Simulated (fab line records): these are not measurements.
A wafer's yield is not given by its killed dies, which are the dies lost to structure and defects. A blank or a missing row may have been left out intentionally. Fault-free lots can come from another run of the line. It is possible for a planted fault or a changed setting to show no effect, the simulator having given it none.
fab line records | flow sfq_line
record: lots: 6 wafers: 18 last_day: 85
route steps=325 shown M7@285 I7@296
lots untouched by any fault: they come from a run of this same line in which no faults occurred
start_h: the number of hours between the record's first day and the start of the first shown wafer of the lot | wait_h: hours since the lot's step before | " identical to the entry in the row above | L1.1+2: a row that stands for several wafers | - no value present, or no start provided | * or withheld: withheld | < > ~ a bound
route shown NAME@n: a module of which the file shows steps, and the number in the route of the first | usual: the fault-free wafers' mean and standard deviation | same: alike in all rows | chamber/n: place in a boat | sites: each site's reading | _std_site: standard deviation across them | _edge_site: inner sites' mean taken away from outer sites' mean | radius_mm: how far each site lies from the wafer's centre | mask NAME#n: copy n | behind: the tool/chamber that last shaped the wafer | hold: why the lot went on hold/how many hours it stayed there/how the hold came to an end | device: which transistor (n, p or np) failed to switch | end of line: tests run on the same wafers once the route is complete | a step with no rows: only its recipe | killed: dies lost to structure and defects at the first sort, not the wafer's yield | map: the dies of a wafer, with x for killed, . for not killed, _ for no die there
set.NAME: the setting that was run; set.NAME@STEP: the one run at that earlier step | model.NAME: the simulator's own value behind a step, which no gauge read
lots at some steps of the route; a table a step, a row a wafer
services: a tool's chamber out of use, with start hour (start_h, from the record's first day; less than 0 if before it), hours out, and reason
== steps ==
step: SFQ_TRILAYER_M7_LITHO_COAT_182
recipe: resist: BARC spin_rpm: 3000 resist_thk_nm: 62
step: SFQ_TRILAYER_M7_LITHO_COAT_177
recipe: resist: KrF spin_rpm: 3000 resist_thk_nm: 600
step: SFQ_TRILAYER_M7_LITHO_SOFTBAKE_181
recipe: temp_c: withheld time_s: withheld resist: KrF
step: SFQ_TRILAYER_M7_LITHO_EXPOSE_178
recipe: mask_id: M7 na: 0.6 source_shape: conventional sigma_outer: 0.65 target_cd_nm: 500 dose_mj: 14.4
step: SFQ_TRILAYER_M7_LITHO_PEB_180
recipe: peb_temp_c: 115 peb_time_s: 60 resist: KrF
step: SFQ_TRILAYER_M7_LITHO_DEVELOP_179
recipe: time_s: 60 resist: KrF
step: SFQ_M7_OVL_MEAS_945
usual: M7_OVL: 0/5.6
columns lot.wafer tool chamber start_h wait_h M7_OVL[nm]
L803.3 overlay-02 - 1749.48 0.1 -12
L803.4 " - " " -7
L803.5 " - " " -8
L812.1 overlay-02 - 1854.10 0.1 1
L812.3 " - " " 7
L812.5 " - " " 3
L813.1 overlay-01 - 1865.03 0.1 0
L813.2 " - " " 10
L813.6 " - " " 8
L815.2 overlay-02 - 1875.83 0.1 14
L815.3 " - " " 10
L815.5 " - " " 8
L823.1 overlay-01 - 1922.75 0.1 -5
L823.4 " - " " -8
L823.5 " - " " -13
L826.2 overlay-01 - 1961.80 0.1 -5
L826.3 " - " " -8
L826.4 " - " " -3
step: SFQ_TRILAYER_M7_BARC_OPEN_METAL_ETCH_229
recipe: mask_material: PR chemistry: O2 target_depth_nm: 125 target: BARC icp_w: 577.1 bias_w: 80 pressure_mtorr: 10 time_s: 41.7
usual: drypump_motor_current_A: 5.9/0.46 oes_product_au: 0.686/0.0048
columns lot.wafer tool chamber start_h wait_h drypump_motor_current_A oes_product_au rf_hours_counter_h
L803.3 rie_metal-02 0 1749.52 0.0 6.7 0.673 -
L803.4 " 1 " " 5.4 0.677 -
L803.5 " 1 " " 5.5 0.689 -
L812.1 rie_metal-02 0 1854.14 0.0 6.7 0.683 72
L812.3 " 1 " " 5.4 0.683 -
L812.5 " 0 " " 6.7 0.683 -
L813.1 rie_metal-01 0 1865.06 0.0 6.0 0.684 82
L813.2 " 1 " " 6.2 0.690 6
L813.6 " 0 " " 5.9 0.685 -
L815.2 rie_metal-01 1 1875.86 0.0 6.2 0.679 7
L815.3 " 0 " " 5.9 0.688 -
L815.5 " 1 " " 6.2 0.678 -
L823.1 rie_metal-01 1 1922.79 0.0 6.2 0.685 13
L823.4 " 0 " " 5.9 0.687 -
L823.5 " 0 " " 5.9 0.691 -
L826.2 rie_metal-03 1 1961.83 0.0 6.0 0.672 123
L826.3 " 0 " " 5.1 0.688 -
L826.4 " 1 " " 6.0 0.681 -
step: SFQ_TRILAYER_M7_ETCH_METAL_ETCH_180
recipe: target: Nb stop_on: SiO2 mask_material: PR chemistry: Cl2/Ar target_depth_nm: 240 icp_w: 600 bias_w: 80 pressure_mtorr: 10 time_s: 120
step: SFQ_TRILAYER_M7_STRIP_STRIP_181
recipe: gas: O2 power_w: 200 platen_temp_c: 40 overash_fraction: 0.65 chemistry: O2 pressure_mtorr: 50
usual: drypump_motor_current_A: 5.9/0.46 oes_product_au: 0.997/0.0084
columns lot.wafer tool chamber start_h wait_h drypump_motor_current_A oes_product_au rf_hours_counter_h
L803.3 rie_metal-02 0 1749.89 0.2 6.7 1.010 -
L803.4 " 1 " " 5.4 0.995 -
L803.5 " 1 " " 5.4 0.986 -
L812.1 rie_metal-02 0 1854.32 0.1 6.7 0.992 72
L812.3 " 1 " " 5.4 0.990 -
L812.5 " 0 " " 6.7 1.010 -
L813.1 rie_metal-01 0 1865.25 0.1 5.9 0.990 82
L813.2 " 1 " " 6.1 0.990 6
L813.6 " 0 " " 5.9 0.993 -
L815.2 rie_metal-01 1 1876.05 0.1 6.2 0.982 7
L815.3 " 0 " " 6.0 0.986 -
L815.5 " 1 " " 6.1 0.986 -
L823.1 rie_metal-01 1 1922.97 0.1 6.2 0.991 13
L823.4 " 0 " " 5.9 0.994 -
L823.5 " 0 " " 5.9 0.990 -
L826.2 rie_metal-03 1 1962.02 0.1 6.0 1.000 124
L826.3 " 0 " " 5.2 0.997 -
L826.4 " 1 " " 6.0 1.003 -
step: SFQ_TRILAYER_M7_STRIP_SOLV_CLEAN_182
recipe: chemistry: NMP temp_c: 70 time_s: 600
step: SFQ_TRILAYER_I7_DEP_PECVD_183
recipe: material: SiO2 temp_c: 150 time_s: 111.11 pressure_torr: 2.4 rf_w: 183.3 precursor: SiH4/N2O target_thk_nm: 500
usual: heater_power_outer_w: 31/9.8 heater_power_w: 83/16 throttle_valve_pct: 24.3/1.2
columns lot.wafer tool chamber start_h wait_h heater_power_outer_w heater_power_w since_wet_clean_h throttle_valve_pct
L803.3 pecvd-04 0 1750.46 0.0 41 83 420 24.2
L803.4 " 0 " " 30 68 - 24.1
L803.5 " 1 " " 23 66 - 24.1
L812.1 pecvd-01 2 1855.10 0.0 28 83 155 25.6
L812.3 " 1 " " 25 78 155 22.6
L812.5 " 2 " " 30 85 - 25.5
L813.1 pecvd-04 1 1866.02 0.0 24 70 535 24.1
L813.2 " 0 " " 38 78 535 24.4
L813.6 " 0 " " 39 80 - 24.6
L815.2 pecvd-01 2 1876.84 0.0 25 79 177 25.7
L815.3 " 0 " " 31 85 177 26.1
L815.5 " 0 " " 33 85 - 26.1
L823.1 pecvd-03 1 1923.75 0.0 17 65 1346 25.5
L823.4 " 0 " " 32 82 - 24.1
L823.5 " 1 " " 19 66 - 25.7
L826.2 pecvd-01 0 1962.79 0.0 24 74 263 26.0
L826.3 " 2 " " 30 86 263 26.5
L826.4 " 0 " " 27 77 - 26.3
step: SFQ_TRILAYER_I7_CMP_CMP_184
recipe: material: SiO2 down_force_psi: 3 platen_rpm: 60 pad_velocity_m_s: 0.94248
usual: motor_current_A: 10.0/0.75 retaining_ring_pressure_frac: 1.000/0.0048 time_to_endpoint_s: 212/9
columns lot.wafer tool chamber start_h wait_h motor_current_A retaining_ring_pressure_frac time_to_endpoint_s model.SiO2_of_TRILAYER_I7_DEP_PECVD_183.thk_nm
L803.4 cmp-01 3 1751.98 1.4 9.7 1.001 214 199
L803.3 " 2 1753.48 3.0 10.2 1.004 205 199.1
L803.5 " 0 1754.48 3.9 10.7 0.997 211 199.1
L812.1 cmp-01 1 1855.67 0.5 10.1 1.002 208 198
L812.3 " 2 " " 10.5 0.998 220 178
L812.5 " 0 1857.17 2.0 10.2 0.993 208 197.9
L813.1 cmp-02 2 1866.60 0.5 8.9 1.008 225 200.7
L813.2 " 3 " " 10.4 1.000 200 198.6
L813.6 " 2 1868.60 2.5 8.6 1.003 218 200.3
L815.3 cmp-01 2 1876.92 0.0 10.9 0.994 207 178
L815.2 " 0 1877.92 1.0 10.4 0.996 201 198.1
L815.5 " 2 1878.92 2.0 10.2 0.987 218 178.7
L823.4 cmp-02 2 1925.42 1.6 9.0 0.999 228 201.5
L823.1 " 3 " " 10.6 0.995 207 199.5
L823.5 " 1 1926.92 3.1 9.0 1.004 221 200
L826.4 cmp-02 2 1962.97 0.1 8.5 1.001 219 201.2
L826.3 " 3 " " 10.5 1.003 210 199.4
L826.2 " 1 1964.47 1.6 9.3 1.002 216 200.2
step: SFQ_I7_BOW_MEAS_946
recipe: mode: bow
usual: I7_BOW: 9/9.7
columns lot.wafer tool chamber start_h wait_h I7_BOW[um]
L803.3 film_metro-03 - 1755.02 1.0 7
L803.4 " - " " 7
L803.5 " - " " 6
L812.1 film_metro-03 - 1858.17 2.0 23
L812.3 " - " " 21
L812.5 " - " " 12
L812.1 film_metro-03 - 1859.49 1.3 -
L812.3 " - " " -
L812.5 " - " " -
L813.1 film_metro-01 - 1869.10 2.0 16
L813.2 " - " " 5
L813.6 " - " " 6
L815.2 film_metro-03 - 1879.94 1.5 8
L815.3 " - " " 8
L815.5 " - " " 10
L815.2 film_metro-03 - 1881.26 1.3 -
L815.3 " - " " -
L815.5 " - " " -
L823.1 film_metro-01 - 1927.42 1.0 -14
L823.4 " - " " -8
L823.5 " - " " 3
L826.2 film_metro-01 - 1965.99 1.0 -4
L826.3 " - " " -11
L826.4 " - " " -5
step: SFQ_TRILAYER_I7_METRO_MEASURE_185
usual: thk_nm: 199.9/1.1
columns lot.wafer tool chamber start_h wait_h thk_nm
L803.3 film_metro-03 - 1755.50 0.5 199.0
L803.4 " - " " 198.9
L803.5 " - " " 199.1
L812.1 film_metro-03 - 1864.39 4.9 198.0
L812.3 " - " " 177.9
L812.5 " - " " 197.9
L812.1 film_metro-03 - 1866.09 1.5 197.9
L812.3 " - " " 178.1
L812.5 " - " " 198.0
L813.1 film_metro-01 - 1869.22 0.1 200.8
L813.2 " - " " 198.8
L813.6 " - " " 200.3
L815.2 film_metro-03 - 1892.30 11.0 198.2
L815.3 " - " " 177.9
L815.5 " - " " 178.7
L815.2 film_metro-03 - 1894.07 1.6 198.0
L815.3 " - " " 178.0
L815.5 " - " " 178.7
L823.1 film_metro-01 - 1927.54 0.1 199.6
L823.4 " - " " 201.6
L823.5 " - " " 200.4
L826.2 film_metro-01 - 1966.29 0.3 200.3
L826.3 " - " " 199.5
L826.4 " - " " 201.3
step: SFQ_TRILAYER_I7_VIA_LITHO_COAT_192
recipe: resist: BARC spin_rpm: 3000 resist_thk_nm: 62
step: SFQ_TRILAYER_I7_VIA_LITHO_COAT_187
recipe: resist: KrF spin_rpm: 3000 resist_thk_nm: 650
step: SFQ_TRILAYER_I7_VIA_LITHO_SOFTBAKE_191
recipe: temp_c: withheld time_s: withheld resist: KrF
step: SFQ_TRILAYER_I7_VIA_LITHO_EXPOSE_188
recipe: mask_id: I7 na: 0.6 source_shape: conventional sigma_outer: 0.65 target_cd_nm: 1000 dose_mj: 21.3
step: SFQ_TRILAYER_I7_VIA_LITHO_PEB_190
recipe: peb_temp_c: 115 peb_time_s: 60 resist: KrF
step: SFQ_TRILAYER_I7_VIA_LITHO_DEVELOP_189
recipe: time_s: 60 resist: KrF
step: SFQ_I7_OVL_MEAS_947
usual: I7_OVL: -1/5.1
columns lot.wafer tool chamber start_h wait_h I7_OVL[nm]
L803.3 overlay-02 - 1787.18 0.1 -1
L803.4 " - " " 3
L803.5 " - " " -4
L812.1 overlay-01 - 1871.42 0.1 -3
L812.3 " - " " 3
L812.5 " - " " 4
L813.1 overlay-01 - 1874.72 0.1 -1
L813.2 " - " " -2
L813.6 " - " " 1
L815.2 overlay-01 - 1899.87 0.1 -7
L815.3 " - " " -8
L815.5 " - " " -4
L823.1 overlay-02 - 2018.32 0.1 7
L823.4 " - " " 5
L823.5 " - " " -2
L826.2 overlay-01 - 2039.53 0.1 0
L826.3 " - " " 9
L826.4 " - " " -5
step: SFQ_TRILAYER_I7_VIA_BARC_OPEN_VIA_ETCH_260
recipe: mask_material: PR chemistry: O2 target_depth_nm: 125 target: BARC source_w: 500 bias_w: 80 pressure_mtorr: 30 time_s: 41.7
usual: drypump_motor_current_A: 5.6/0.46 oes_product_au: 0.685/0.0044
columns lot.wafer tool chamber start_h wait_h drypump_motor_current_A oes_product_au rf_hours_counter_h
L803.3 rie_diel-01 0 1787.20 0.0 5.8 0.688 18
L803.4 " 1 " " 5.1 0.688 20
L803.5 " 0 " " 5.8 0.680 -
L812.1 rie_diel-04 2 1871.46 0.0 5.0 0.681 5
L812.3 " 0 " " 6.0 0.690 9
L812.5 " 2 " " 5.0 0.685 -
L813.1 rie_diel-02 0 1874.76 0.0 6.0 0.687 7
L813.2 " 3 " " 5.9 0.682 4
L813.6 " 1 " " 5.7 0.679 -
L815.2 rie_diel-01 3 1899.90 0.0 5.1 0.678 18
L815.3 " 0 " " 5.7 0.674 20
L815.5 " 1 " " 5.1 0.690 -
L823.1 rie_diel-01 1 2018.36 0.0 5.1 0.683 3
L823.4 " 0 " " 5.7 0.684 1
L823.5 " 2 " " 5.1 0.691 -
L826.2 rie_diel-01 1 2039.56 0.0 5.1 0.689 3
L826.3 " 2 " " 5.1 0.685 21
L826.4 " 3 " " 5.1 0.684 21
step: SFQ_TRILAYER_I7_VIA_ETCH_VIA_ETCH_190
recipe: target: SiO2 stop_on: Nb mask_material: PR taper_deg: 20 chemistry: CHF3 target_depth_nm: 260 source_w: 500 bias_w: 80 pressure_mtorr: 30 time_s: withheld
usual: drypump_motor_current_A: 5.6/0.46 oes_product_au: 0.854/0.0054
columns lot.wafer tool chamber start_h wait_h drypump_motor_current_A oes_product_au model.I7.feature_depth_nm model.etch.depth_nm
L803.3 rie_diel-01 0 1787.24 0.0 5.8 0.847 199.1 199.1
L803.4 " 1 " " 5.0 0.849 199 199
L803.5 " 0 " " 5.7 0.857 199.1 199.1
L812.1 rie_diel-04 2 1871.50 0.0 5.0 0.853 198 198
L812.3 " 0 " " 6.0 0.800 178 178
L812.5 " 2 " " 5.0 0.841 197.9 197.9
L813.1 rie_diel-02 0 1874.80 0.0 6.0 0.863 200.7 200.7
L813.2 " 3 " " 5.9 0.850 198.6 198.6
L813.6 " 1 " " 5.7 0.863 200.3 200.3
L815.2 rie_diel-01 3 1899.94 0.0 5.1 0.856 198.1 198.1
L815.3 " 0 " " 5.7 0.803 178 178
L815.5 " 1 " " 5.1 0.803 178.7 178.7
L823.1 rie_diel-01 1 2018.40 0.0 5.1 0.855 199.5 199.5
L823.4 " 0 " " 5.8 0.854 201.5 201.5
L823.5 " 2 " " 5.1 0.854 200 200
L826.2 rie_diel-01 1 2039.60 0.0 5.1 0.857 200.2 200.2
L826.3 " 2 " " 5.1 0.849 199.4 199.4
L826.4 " 3 " " 5.1 0.853 201.2 201.2
step: SFQ_TRILAYER_I7_VIA_STRIP_STRIP_191
recipe: gas: O2 power_w: 200 platen_temp_c: 40 overash_fraction: 0.6759 chemistry: O2 pressure_mtorr: 50
usual: drypump_motor_current_A: 5.8/0.53 oes_product_au: 0.997/0.0094
columns lot.wafer tool chamber start_h wait_h drypump_motor_current_A oes_product_au rf_hours_counter_h
L803.3 rie_metal-03 0 1787.55 - 5.1 1.006 -
L803.4 " 1 " " 6.0 1.000 -
L803.5 " 0 " " 5.1 0.997 -
L812.1 rie_metal-02 1 1871.61 - 5.4 0.991 69
L812.3 " 0 " " 6.7 1.003 -
L812.5 " 1 " " 5.4 0.983 -
L813.1 rie_metal-03 1 1874.91 - 6.0 1.002 112
L813.2 " 0 " " 5.2 0.996 7
L813.6 " 0 " " 5.2 0.997 -
L815.2 rie_metal-04 0 1900.05 - 5.8 0.993 63
L815.3 " 0 " " 5.8 0.993 -
L815.5 " 0 " " 5.8 0.997 -
L823.1 rie_metal-02 0 2018.51 - 6.7 1.000 97
L823.4 " 0 " " 6.7 1.001 -
L823.5 " 1 " " 5.4 0.979 -
L826.2 rie_metal-03 0 2039.91 - 5.1 0.997 -
L826.3 " 0 " " 5.2 0.993 -
L826.4 " 0 " " 5.2 0.997 -
== services ==
columns tool chamber start_h hours kind
rie_diel-01 2 1744.61 7.9 repair
rie_diel-01 3 1752.91 2.7 repair
film_metro-01 - 1760.87 1.8 pm
film_metro-01 - 1762.67 1.4 pm
cmp-02 - 1773.00 4.0 pm
pecvd-01 0 1787.77 4.4 repair
film_metro-03 - 1797.31 10.0 pm
cmp-02 - 1801.56 2.0 repair
cmp-02 - 1811.13 3.8 pm
rie_diel-01 3 1815.16 1.3 repair
film_metro-03 - 1819.33 1.4 pm
rie_diel-01 1 1823.23 7.5 repair
pecvd-01 - 1823.27 2.3 repair
film_metro-03 - 1823.49 0.3 pm
rie_diel-01 0 1833.46 9.9 repair
film_metro-03 - 1844.31 0.4 pm
cmp-01 - 1859.51 4.3 repair
rie_metal-02 1 1941.13 14.3 repair
rie_metal-01 0 1941.27 26.9 repair
rie_metal-02 - 1975.73 0.3 repair
rie_diel-01 2 1993.81 8.0 repair
rie_metal-02 1 2009.68 1.4 repair
rie_metal-02 - 2019.11 1.4 pm
rie_diel-01 - 2032.64 0.4 repair
== key ==
first_sign: step: SFQ_I7_BOW_MEAS_946 reading: visit direction: added
effect: step: SFQ_TRILAYER_I7_METRO_MEASURE_185 reading: visit direction: added
effect: step: SFQ_TRILAYER_I7_METRO_MEASURE_185 reading: thk_nm direction: down sigmas: 20 usual: 199.9 struck: 178.2
effect: step: SFQ_TRILAYER_I7_VIA_ETCH_VIA_ETCH_190 reading: oes_product_au direction: down sigmas: 9.6 usual: 0.854 struck: 0.802
model_effect: step: SFQ_TRILAYER_I7_CMP_CMP_184 value: SiO2_of_TRILAYER_I7_DEP_PECVD_183.thk_nm without: 198.2 struck: 178.2
model_effect: step: SFQ_TRILAYER_I7_VIA_ETCH_VIA_ETCH_190 value: I7.feature_depth_nm without: 198.2 struck: 178.2
met_at SFQ_TRILAYER_I7_CMP_CMP_184
struck_wafers L812.3,L815.3,L815.5
onset_between 1751.98 1855.67
fault: kind: process_parameter_drift tool: cmp-01 chamber: 2 onset_h: 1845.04 steps: SFQ_TRILAYER_I7_CMP_CMP_184 channel: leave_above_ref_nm offset: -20 shape: step end_h: 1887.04 acts_in: these_recipes_only stated: 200
